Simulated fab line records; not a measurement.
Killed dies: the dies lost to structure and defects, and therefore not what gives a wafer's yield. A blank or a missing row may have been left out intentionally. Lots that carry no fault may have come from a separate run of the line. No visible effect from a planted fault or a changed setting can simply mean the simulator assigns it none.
fab line records	flow gf180mcu
record lots=24	wafers=72	lastDay=34
route steps=602 shown STI@26 PSD@255 SAB@277 SALICIDE@282 CONTACT@292 V1@336
lots untouched by any fault: they come from a run of this same line in which no faults occurred
startH: hours from the record's opening day to when the first of the lot's shown wafers began	waitH: hours from the lot's prior step to this one	" the same as in the row above	L1.1+2: a single row standing in for several wafers	- no value present, or no start provided	* or withheld: withheld	< > ~ a bound
route shown NAME@n: NAME is a module with steps in the file, n the number in the route of the first one	usual: mean/standard deviation of fault-free wafers	same: alike in all rows	chamber/n: place in a boat	sites: readings site by site	_std_site: standard deviation of those values	_edge_site: outer sites' mean less inner sites'	radiusMm: how far each site lies from the wafer's centre	mask NAME#n: copy n	behind: tool/chamber where the wafer was last shaped	hold: what put the lot on hold/how long, in hours/how the hold closed	device: transistor that didn't switch, given as n, p or np	end of line: at the end of the route, the tests of the same wafers	where a step has no rows: the recipe by itself	killed: the dies lost at the first sort to structure and to defects; this is not the yield of the wafer	map: a wafer's dies, x killed, . not, _ none there
set.NAME: the setting the step ran with; set.NAME@STEP: the setting that earlier step ran with	model.NAME: the simulator's own value behind a step, which no gauge read
one table for each step of the route and one row for each wafer, over a sample of lots
services: from which hour (startH, from the record's first day; less than 0 if before it) a tool's chamber was out of use, for how many hours, and why
## steps
# step GF_STI_CMP_25
# recipe stopOn=Si3N4	tOverpolishS=33	downForcePsi=4	platenRpm=60	targetThkNm=524.6	padVelocityMS=0.94248
# usual motorCurrentA=12.5/1.1	overpolishRunS=33.000/0.0097	timeToEndpointS=123/7.2
# same tOverpolishS=33
lot.wafer	tool	chamber	startH	waitH	motorCurrentA	overpolishRunS	timeToEndpointS
L074.2	cmp-02	2	30.20	0.1	10.0	32.998	116
L074.3	"	3	"	"	12.0	32.991	123
L074.6	"	1	"	"	14.0	33.004	133
L075.1	cmp-01	0	33.00	0.1	11.5	32.987	129
L075.6	"	0	"	"	11.4	32.989	124
L075.5	"	1	"	"	11.6	32.989	127
L076.4	cmp-02	0	39.69	0.2	12.9	32.985	127
L076.5	"	1	"	"	13.7	32.998	134
L076.6	"	2	"	"	10.6	33.012	116
L077.1	cmp-02	0	44.23	0.1	13.1	33.006	129
L077.3	"	1	"	"	13.7	32.990	133
L077.5	"	1	"	"	13.6	33.000	132
L078.2	cmp-01	0	47.99	0.2	11.9	32.994	126
L078.5	"	1	"	"	11.8	32.989	120
L078.6	"	2	"	"	13.7	33.009	119
L079.1	cmp-01	1	53.19	0.1	12.7	33.004	121
L079.3	"	3	"	"	13.3	32.994	111
L079.2	"	0	"	"	11.6	32.986	123
L080.4	cmp-02	3	58.79	0.1	11.6	33.019	126
L080.2	"	1	"	"	13.7	32.988	133
L080.5	"	3	"	"	12.4	32.991	127
L081.4	cmp-01	2	63.29	0.1	13.4	32.995	111
L081.3	"	3	"	"	13.6	32.985	114
L081.2	"	0	"	"	12.0	33.014	124
L082.2	cmp-02	3	69.95	0.0	11.6	32.999	124
L082.6	"	3	"	"	11.3	32.995	123
L082.5	"	0	"	"	12.6	33.009	125
L083.3	cmp-01	3	73.65	0.0	12.9	33.017	110
L083.1	"	0	"	"	11.2	33.001	120
L083.6	"	3	"	"	13.1	32.994	109
L084.2	cmp-02	3	78.86	0.0	11.9	32.987	128
L084.3	"	0	"	"	13.0	33.004	130
L084.4	"	2	"	"	10.8	32.978	118
L085.2	cmp-01	2	85.56	0.0	13.8	33.013	118
L085.1	"	1	"	"	12.3	33.002	119
L085.6	"	2	"	"	13.0	33.011	117
L086.1	cmp-02	1	89.09	0.1	14.3	33.010	133
L086.3	"	2	"	"	10.6	33.010	113
L086.6	"	1	"	"	13.7	33.005	128
L087.1	cmp-01	3	93.97	0.1	12.8	33.006	107
L087.2	"	1	"	"	12.2	33.000	121
L087.6	"	3	"	"	13.6	32.994	115
L088.2	cmp-01	0	101.24	0.1	11.4	33.005	131
L088.6	"	0	"	"	11.3	32.992	126
L088.5	"	1	"	"	11.4	32.994	124
L089.3	cmp-02	0	104.80	0.0	12.0	33.000	130
L089.4	"	1	"	"	14.1	32.994	140
L089.6	"	0	"	"	12.2	33.011	133
L090.2	cmp-02	0	110.79	0.0	13.2	32.994	129
L090.4	"	1	"	"	13.8	32.993	135
L090.3	"	2	"	"	10.4	32.991	121
L091.1	cmp-01	1	116.30	0.4	12.2	32.994	124
L091.4	"	2	"	"	13.8	32.998	115
L091.6	"	0	"	"	11.4	32.997	126
L092.1	cmp-01	1	120.60	0.2	12.2	33.000	120
L092.3	"	2	"	"	13.1	32.986	113
L092.6	"	1	"	"	12.0	33.011	123
L093.2	cmp-01	1	124.63	0.1	11.8	32.999	129
L093.5	"	3	"	"	13.2	33.024	118
L093.6	"	0	"	"	11.1	33.003	133
L094.2	cmp-01	1	130.29	0.0	12.2	33.010	128
L094.3	"	0	"	"	11.1	32.998	126
L094.6	"	2	"	"	13.8	33.013	116
L095.4	cmp-02	0	135.18	0.0	13.2	32.996	134
L095.3	"	2	"	"	10.1	32.999	123
L095.2	"	3	"	"	12.0	32.978	130
L096.3	cmp-01	0	140.18	0.0	11.9	33.004	122
L096.4	"	3	"	"	13.8	33.003	113
L096.5	"	0	"	"	11.7	33.005	124
L097.1	cmp-01	1	146.74	0.1	12.0	33.010	124
L097.4	"	2	"	"	13.2	33.007	121
L097.3	"	3	"	"	13.3	33.002	113
# step GF_PSD_CD_MEAS_07
# recipe targetCdNm=400
# usual cdNm=400.2/1.9
lot.wafer	tool	chamber	startH	waitH	cdNm
L074.2	cdSem-02	-	320.16	0.1	401.6
L074.3	"	-	"	"	402.2
L074.6	"	-	"	"	402.4
L075.1	cdSem-02	-	323.84	0.1	398.6
L075.5	"	-	"	"	398.8
L075.6	"	-	"	"	398.1
L076.4	cdSem-02	-	338.80	0.1	398.3
L076.5	"	-	"	"	398.3
L076.6	"	-	"	"	395.5
L077.1	cdSem-02	-	346.56	0.1	398.6
L077.3	"	-	"	"	399.8
L077.5	"	-	"	"	399.2
L079.1	cdSem-02	-	357.86	0.1	401.9
L079.2	"	-	"	"	400.3
L079.3	"	-	"	"	400.6
L078.2	cdSem-02	-	361.43	0.1	399.3
L078.5	"	-	"	"	399.6
L078.6	"	-	"	"	399.0
L080.2	cdSem-02	-	367.23	0.1	400.0
L080.4	"	-	"	"	399.2
L080.5	"	-	"	"	402.6
L081.2	cdSem-02	-	376.23	0.1	401.3
L081.3	"	-	"	"	400.1
L081.4	"	-	"	"	402.1
L082.2	cdSem-02	-	388.23	0.1	401.6
L082.5	"	-	"	"	400.6
L082.6	"	-	"	"	399.7
L083.1	cdSem-02	-	394.49	0.1	399.7
L083.3	"	-	"	"	400.9
L083.6	"	-	"	"	399.6
L084.2	cdSem-02	-	401.48	0.1	396.4
L084.3	"	-	"	"	397.2
L084.4	"	-	"	"	398.7
L085.1	cdSem-01	-	410.01	0.1	401.1
L085.2	"	-	"	"	401.2
L085.6	"	-	"	"	401.8
L086.1	cdSem-01	-	418.29	0.1	400.7
L086.3	"	-	"	"	402.3
L086.6	"	-	"	"	399.7
L087.1	cdSem-01	-	424.76	0.1	399.3
L087.2	"	-	"	"	399.0
L087.6	"	-	"	"	400.3
L088.2	cdSem-01	-	434.11	0.1	396.4
L088.5	"	-	"	"	399.0
L088.6	"	-	"	"	400.9
L089.3	cdSem-01	-	438.80	0.1	400.7
L089.4	"	-	"	"	403.1
L089.6	"	-	"	"	401.2
L090.2	cdSem-01	-	450.98	0.1	395.8
L090.3	"	-	"	"	399.0
L090.4	"	-	"	"	399.4
L091.1	cdSem-01	-	461.56	0.1	399.8
L091.4	"	-	"	"	399.4
L091.6	"	-	"	"	399.9
L092.1	cdSem-01	-	466.19	0.1	401.0
L092.3	"	-	"	"	399.0
L092.6	"	-	"	"	401.0
L093.2	cdSem-02	-	473.43	0.1	404.0
L093.5	"	-	"	"	402.0
L093.6	"	-	"	"	403.2
L094.2	cdSem-02	-	483.83	0.1	403.7
L094.3	"	-	"	"	406.5
L094.6	"	-	"	"	403.9
L095.2	cdSem-01	-	493.33	0.1	398.4
L095.3	"	-	"	"	399.1
L095.4	"	-	"	"	400.4
L096.3	cdSem-02	-	499.28	0.1	401.7
L096.4	"	-	"	"	400.3
L096.5	"	-	"	"	400.5
L097.1	cdSem-02	-	512.79	0.1	399.6
L097.3	"	-	"	"	400.0
L097.4	"	-	"	"	399.0
# step GF_SAB_STRIP_13
# recipe chemistry=O2/N2	powerW=1400	pressureMtorr=1500	platenTempC=250	o2FlowSccm=3126	n2FlowSccm=300	overashFraction=0.5
# usual drypumpMotorCurrentA=5.5/0.32	heaterPowerW=310/31	oesProductAu=0.710/0.005	stripTimeToEndpointS=12.58/0.035
lot.wafer	tool	chamber	startH	waitH	drypumpMotorCurrentA	heaterPowerW	oesProductAu	rfHoursCounterH	stripTimeToEndpointS
L074.2	plasmaAsher-04	0	341.58	0.0	5.5	289	0.706	23	12.60
L074.3	"	0	"	"	5.5	291	0.704	-	12.55
L074.6	"	0	"	"	5.5	286	0.709	-	12.56
L075.1	plasmaAsher-02	0	346.41	0.0	5.6	351	0.709	51	12.59
L075.5	"	0	"	"	5.6	342	0.710	-	12.60
L075.6	"	1	"	"	5.0	304	0.711	-	12.62
L076.4	plasmaAsher-02	0	361.78	0.0	5.6	333	0.708	-	12.56
L076.5	"	0	"	"	5.6	345	0.705	-	12.57
L076.6	"	1	"	"	4.9	300	0.706	-	12.62
L077.1	plasmaAsher-04	1	369.20	0.0	5.3	310	0.699	26	12.60
L077.3	"	0	"	"	5.5	284	0.706	-	12.59
L077.5	"	0	"	"	5.5	284	0.707	-	12.62
L079.1	plasmaAsher-01	0	380.65	0.0	5.7	390	0.717	78	12.52
L079.2	"	1	"	"	6.2	290	0.713	78	12.52
L079.3	"	1	"	"	6.2	296	0.711	-	12.55
L078.2	plasmaAsher-04	0	384.64	0.0	5.5	288	0.711	28	12.59
L078.5	"	0	"	"	5.5	288	0.713	-	12.61
L078.6	"	1	"	"	5.3	303	0.704	-	12.59
L080.2	plasmaAsher-02	1	390.75	0.0	5.0	289	0.719	56	12.62
L080.4	"	0	"	"	5.6	339	0.704	-	12.64
L080.5	"	1	"	"	5.0	288	0.706	-	12.60
L081.2	plasmaAsher-01	0	399.75	0.0	5.7	393	0.716	80	12.54
L081.3	"	1	"	"	6.2	289	0.709	-	12.56
L081.4	"	0	"	"	5.7	390	0.708	-	12.57
L082.2	plasmaAsher-02	1	412.10	0.0	5.0	296	0.715	58	12.57
L082.5	"	1	"	"	4.9	296	0.706	-	12.57
L082.6	"	0	"	"	5.6	342	0.704	-	12.56
L083.1	plasmaAsher-01	0	418.91	0.0	5.8	389	0.701	82	12.51
L083.3	"	0	"	"	5.8	373	0.708	-	12.55
L083.6	"	1	"	"	6.2	283	0.725	-	12.56
L084.2	plasmaAsher-04	0	426.32	0.0	5.5	284	0.707	33	12.53
L084.3	"	0	"	"	5.5	279	0.706	-	12.56
L084.4	"	1	"	"	5.3	306	0.709	-	12.55
L085.1	plasmaAsher-01	1	435.27	0.0	6.2	292	0.718	84	12.54
L085.2	"	0	"	"	5.8	389	0.705	84	12.52
L085.6	"	0	"	"	5.7	390	0.712	-	12.55
L086.1	plasmaAsher-04	0	443.21	0.0	5.5	286	0.711	35	12.60
L086.3	"	1	"	"	5.3	316	0.703	-	12.58
L086.6	"	1	"	"	5.3	310	0.703	-	12.61
L087.1	plasmaAsher-04	0	450.50	0.0	5.5	284	0.709	35	12.62
L087.2	"	1	"	"	5.3	316	0.719	35	12.62
L087.6	"	1	"	"	5.3	302	0.710	-	12.58
L088.2	plasmaAsher-04	1	459.02	0.0	5.3	306	0.709	37	12.58
L088.5	"	0	"	"	5.5	278	0.707	-	12.58
L088.6	"	1	"	"	5.3	307	0.707	-	12.62
L089.3	plasmaAsher-04	0	464.69	0.0	5.5	278	0.707	-	12.56
L089.4	"	1	"	"	5.3	304	0.710	-	12.58
L089.6	"	0	"	"	5.5	277	0.712	-	12.59
L090.2	plasmaAsher-04	1	476.17	0.0	5.3	312	0.710	39	12.56
L090.3	"	1	"	"	5.3	314	0.705	-	12.58
L090.4	"	0	"	"	5.5	288	0.715	-	12.60
L091.1	plasmaAsher-04	0	487.58	0.0	5.4	283	0.711	40	12.57
L091.4	"	0	"	"	5.4	272	0.709	-	12.58
L091.6	"	0	"	"	5.5	286	0.706	-	12.60
L092.1	plasmaAsher-04	0	492.10	0.0	5.5	288	0.708	40	12.53
L092.3	"	1	"	"	5.2	303	0.711	-	12.58
L092.6	"	1	"	"	5.3	300	0.712	-	12.53
L093.2	plasmaAsher-04	0	498.08	0.0	5.5	279	0.713	41	12.55
L093.5	"	0	"	"	5.5	277	0.706	-	12.55
L093.6	"	1	"	"	5.3	303	0.710	-	12.62
L094.2	plasmaAsher-02	1	508.97	0.0	5.0	306	0.711	68	12.60
L094.3	"	1	"	"	5.0	297	0.711	-	12.59
L094.6	"	0	"	"	5.6	354	0.708	-	12.62
L095.2	plasmaAsher-02	1	517.53	0.0	5.0	298	0.708	69	12.62
L095.3	"	0	"	"	5.6	346	0.716	-	12.57
L095.4	"	1	"	"	5.0	285	0.709	-	12.56
L096.3	plasmaAsher-04	0	523.85	0.0	5.5	278	0.710	-	12.63
L096.4	"	1	"	"	5.3	308	0.713	-	12.62
L096.5	"	0	"	"	5.5	281	0.697	-	12.64
L097.1	plasmaAsher-02	1	536.98	0.0	4.9	302	0.706	71	12.59
L097.3	"	1	"	"	5.0	297	0.720	-	12.62
L097.4	"	0	"	"	5.6	349	0.713	-	12.61
# step GF_SALICIDE_RS_MEAS_04
# recipe thkMeasGauge=four-point-probe	reads=TiN_of_SALICIDE_SPUTTER_03+Co_of_SALICIDE_SPUTTER_02
# usual SALICIDE_TIN_RS=16.4/0.32
lot.wafer	tool	chamber	startH	waitH	SALICIDE_TIN_RS[ohm/sq]
L074.2	filmMetro-03	-	341.89	0.0	16.1
L074.3	"	-	"	"	16.7
L074.6	"	-	"	"	16.3
L075.1	filmMetro-03	-	346.66	0.0	17.1
L075.5	"	-	"	"	16.7
L075.6	"	-	"	"	17.1
L076.4	filmMetro-02	-	362.05	0.1	16.6
L076.5	"	-	"	"	16.2
L076.6	"	-	"	"	16.4
L077.1	filmMetro-02	-	369.44	0.0	17.0
L077.3	"	-	"	"	16.6
L077.5	"	-	"	"	16.7
L079.1	filmMetro-03	-	380.89	0.0	16.5
L079.2	"	-	"	"	16.3
L079.3	"	-	"	"	16.5
L078.2	filmMetro-03	-	384.90	0.0	16.1
L078.5	"	-	"	"	16.2
L078.6	"	-	"	"	15.9
L080.2	filmMetro-04	-	391.01	0.0	16.0
L080.4	"	-	"	"	16.0
L080.5	"	-	"	"	16.2
L081.2	filmMetro-03	-	400.01	0.0	16.2
L081.3	"	-	"	"	16.6
L081.4	"	-	"	"	16.1
L082.2	filmMetro-03	-	412.36	0.0	16.7
L082.5	"	-	"	"	16.1
L082.6	"	-	"	"	16.7
L083.1	filmMetro-02	-	419.15	0.0	16.8
L083.3	"	-	"	"	16.7
L083.6	"	-	"	"	16.7
L084.2	filmMetro-03	-	426.58	0.0	16.4
L084.3	"	-	"	"	16.9
L084.4	"	-	"	"	16.6
L085.1	filmMetro-04	-	435.51	0.0	16.5
L085.2	"	-	"	"	16.4
L085.6	"	-	"	"	16.1
L086.1	filmMetro-02	-	443.45	0.0	16.6
L086.3	"	-	"	"	16.8
L086.6	"	-	"	"	16.7
L087.1	filmMetro-03	-	450.74	0.0	16.5
L087.2	"	-	"	"	16.2
L087.6	"	-	"	"	16.2
L088.2	filmMetro-04	-	459.28	0.0	16.5
L088.5	"	-	"	"	16.7
L088.6	"	-	"	"	16.7
L089.3	filmMetro-02	-	464.94	0.1	16.7
L089.4	"	-	"	"	16.6
L089.6	"	-	"	"	16.5
L090.2	filmMetro-03	-	476.43	0.0	16.4
L090.3	"	-	"	"	16.1
L090.4	"	-	"	"	16.6
L091.1	filmMetro-02	-	487.82	0.0	15.8
L091.4	"	-	"	"	16.2
L091.6	"	-	"	"	15.8
L092.1	filmMetro-04	-	492.34	0.0	16.6
L092.3	"	-	"	"	16.6
L092.6	"	-	"	"	16.6
L093.2	filmMetro-04	-	498.34	0.0	16.1
L093.5	"	-	"	"	15.9
L093.6	"	-	"	"	15.9
L094.2	filmMetro-04	-	509.23	0.0	16.0
L094.3	"	-	"	"	16.5
L094.6	"	-	"	"	16.6
L095.2	filmMetro-04	-	517.79	0.0	16.2
L095.3	"	-	"	"	16.6
L095.4	"	-	"	"	16.5
L096.3	filmMetro-04	-	524.10	0.1	16.5
L096.4	"	-	"	"	16.2
L096.5	"	-	"	"	16.1
L097.1	filmMetro-02	-	537.22	0.0	16.1
L097.3	"	-	"	"	16.1
L097.4	"	-	"	"	15.9
# step GF_CONTACT_BOW_MEAS_05
# recipe mode=bow
# usual CONTACT_BOW=65/6.4
lot.wafer	tool	chamber	startH	waitH	CONTACT_BOW[um]
L074.2	filmMetro-01	-	342.99	0.3	71
L074.3	"	-	"	"	64
L074.6	"	-	"	"	59
L075.1	filmMetro-04	-	347.66	0.2	65
L075.5	"	-	"	"	61
L075.6	"	-	"	"	65
L076.4	filmMetro-02	-	363.06	0.2	62
L076.5	"	-	"	"	58
L076.6	"	-	"	"	61
L077.1	filmMetro-02	-	370.46	0.2	55
L077.3	"	-	"	"	76
L077.5	"	-	"	"	59
L079.1	filmMetro-01	-	381.90	0.1	60
L079.2	"	-	"	"	58
L079.3	"	-	"	"	66
L078.2	filmMetro-04	-	385.90	0.2	66
L078.5	"	-	"	"	59
L078.6	"	-	"	"	61
L080.2	filmMetro-02	-	392.02	0.3	62
L080.4	"	-	"	"	71
L080.5	"	-	"	"	65
L081.2	filmMetro-01	-	401.02	0.2	63
L081.3	"	-	"	"	67
L081.4	"	-	"	"	69
L082.2	filmMetro-02	-	413.37	0.1	63
L082.5	"	-	"	"	58
L082.6	"	-	"	"	67
L083.1	filmMetro-04	-	420.16	0.2	71
L083.3	"	-	"	"	74
L083.6	"	-	"	"	69
L084.2	filmMetro-04	-	427.58	0.2	58
L084.3	"	-	"	"	63
L084.4	"	-	"	"	70
L085.1	filmMetro-01	-	436.51	0.1	62
L085.2	"	-	"	"	82
L085.6	"	-	"	"	73
L086.1	filmMetro-04	-	444.46	0.2	63
L086.3	"	-	"	"	67
L086.6	"	-	"	"	57
L087.1	filmMetro-04	-	451.75	0.2	71
L087.2	"	-	"	"	70
L087.6	"	-	"	"	60
L088.2	filmMetro-04	-	460.28	0.3	57
L088.5	"	-	"	"	54
L088.6	"	-	"	"	72
L089.3	filmMetro-02	-	465.95	0.2	76
L089.4	"	-	"	"	66
L089.6	"	-	"	"	68
L090.2	filmMetro-04	-	477.43	0.2	62
L090.3	"	-	"	"	66
L090.4	"	-	"	"	66
L091.1	filmMetro-01	-	488.94	0.2	72
L091.4	"	-	"	"	55
L091.6	"	-	"	"	64
L092.1	filmMetro-01	-	493.36	0.1	57
L092.3	"	-	"	"	68
L092.6	"	-	"	"	73
L093.2	filmMetro-04	-	499.36	0.3	58
L093.5	"	-	"	"	65
L093.6	"	-	"	"	66
L094.2	filmMetro-01	-	510.24	0.3	60
L094.3	"	-	"	"	62
L094.6	"	-	"	"	60
L095.2	filmMetro-02	-	518.80	0.2	73
L095.3	"	-	"	"	58
L095.4	"	-	"	"	61
L096.3	filmMetro-01	-	525.12	0.2	68
L096.4	"	-	"	"	68
L096.5	"	-	"	"	78
L097.1	filmMetro-04	-	538.24	0.2	76
L097.3	"	-	"	"	67
L097.4	"	-	"	"	79
# step GF_V1_THK_MEAS_01
# recipe reads=SiO2_of_V1_CVD_00
# usual V1_CVD_00_THK=597/6.4
lot.wafer	tool	chamber	startH	waitH	V1_CVD_00_THK[nm]
L074.2	filmMetro-03	-	388.43	0.0	583
L074.3	"	-	"	"	580
L074.6	"	-	"	"	577
L075.1	filmMetro-01	-	394.15	0.0	597
L075.5	"	-	"	"	604
L075.6	"	-	"	"	605
L076.4	filmMetro-03	-	411.09	0.0	597
L076.5	"	-	"	"	599
L076.6	"	-	"	"	600
L077.1	filmMetro-01	-	418.62	0.0	596
L077.3	"	-	"	"	593
L077.5	"	-	"	"	594
L079.1	filmMetro-04	-	430.40	0.0	605
L079.2	"	-	"	"	608
L079.3	"	-	"	"	596
L078.2	filmMetro-03	-	434.67	0.0	591
L078.5	"	-	"	"	598
L078.6	"	-	"	"	595
L080.2	filmMetro-03	-	442.12	0.0	598
L080.4	"	-	"	"	599
L080.5	"	-	"	"	585
L081.2	filmMetro-01	-	451.87	0.0	598
L081.3	"	-	"	"	600
L081.4	"	-	"	"	614
L082.2	filmMetro-04	-	464.32	0.0	599
L082.5	"	-	"	"	594
L082.6	"	-	"	"	604
L083.1	filmMetro-04	-	471.73	0.0	597
L083.3	"	-	"	"	605
L083.6	"	-	"	"	596
L084.2	filmMetro-04	-	479.70	0.0	592
L084.3	"	-	"	"	597
L084.4	"	-	"	"	593
L085.1	filmMetro-04	-	488.40	0.0	586
L085.2	"	-	"	"	588
L085.6	"	-	"	"	594
L086.1	filmMetro-03	-	493.84	0.0	602
L086.3	"	-	"	"	595
L086.6	"	-	"	"	595
L087.1	filmMetro-01	-	502.15	0.0	609
L087.2	"	-	"	"	604
L087.6	"	-	"	"	603
L088.2	filmMetro-01	-	510.75	0.1	597
L088.5	"	-	"	"	593
L088.6	"	-	"	"	590
L089.3	filmMetro-04	-	517.68	0.1	598
L089.4	"	-	"	"	599
L089.6	"	-	"	"	593
L090.2	filmMetro-04	-	528.01	0.0	603
L090.3	"	-	"	"	600
L090.4	"	-	"	"	597
L091.1	filmMetro-03	-	538.73	0.0	601
L091.4	"	-	"	"	597
L091.6	"	-	"	"	598
L092.1	filmMetro-01	-	542.95	0.0	599
L092.3	"	-	"	"	597
L092.6	"	-	"	"	596
L093.2	filmMetro-03	-	548.28	0.0	596
L093.5	"	-	"	"	597
L093.6	"	-	"	"	597
L094.2	filmMetro-03	-	558.45	0.0	587
L094.3	"	-	"	"	591
L094.6	"	-	"	"	594
L095.2	filmMetro-04	-	568.00	0.0	583
L095.3	"	-	"	"	590
L095.4	"	-	"	"	581
L096.3	filmMetro-04	-	573.55	0.1	600
L096.4	"	-	"	"	596
L096.5	"	-	"	"	589
L097.1	filmMetro-04	-	585.65	0.0	600
L097.3	"	-	"	"	594
L097.4	"	-	"	"	597
## services
tool	chamber	startH	hours	kind
cmp-01	-	34.41	1.5	repair
cmp-01	-	39.65	1.5	repair
cmp-01	-	64.02	4.0	pm
cmp-01	-	87.04	4.3	repair
cmp-01	-	87.87	0.9	repair
cmp-01	-	100.20	1.0	repair
plasmaAsher-04	-	108.75	9.0	pm
cmp-02	-	114.37	6.4	pm
cmp-02	-	123.08	2.1	repair
cmp-01	-	144.80	0.8	repair
cmp-02	-	221.06	0.4	repair
cmp-02	-	232.04	4.0	pm
cmp-02	-	238.62	2.7	repair
cmp-02	-	286.00	3.3	pm
cmp-01	-	316.84	4.5	pm
cmp-01	-	325.04	1.9	repair
cmp-02	-	329.85	5.7	repair
cmp-02	-	344.08	3.4	repair
cmp-01	-	366.36	1.4	repair
cmp-01	-	371.11	1.3	repair
cmp-01	-	372.97	4.4	pm
cmp-01	-	404.02	4.0	pm
cmp-01	-	451.22	1.0	repair
cmp-02	-	510.46	0.3	repair
## key
fault none
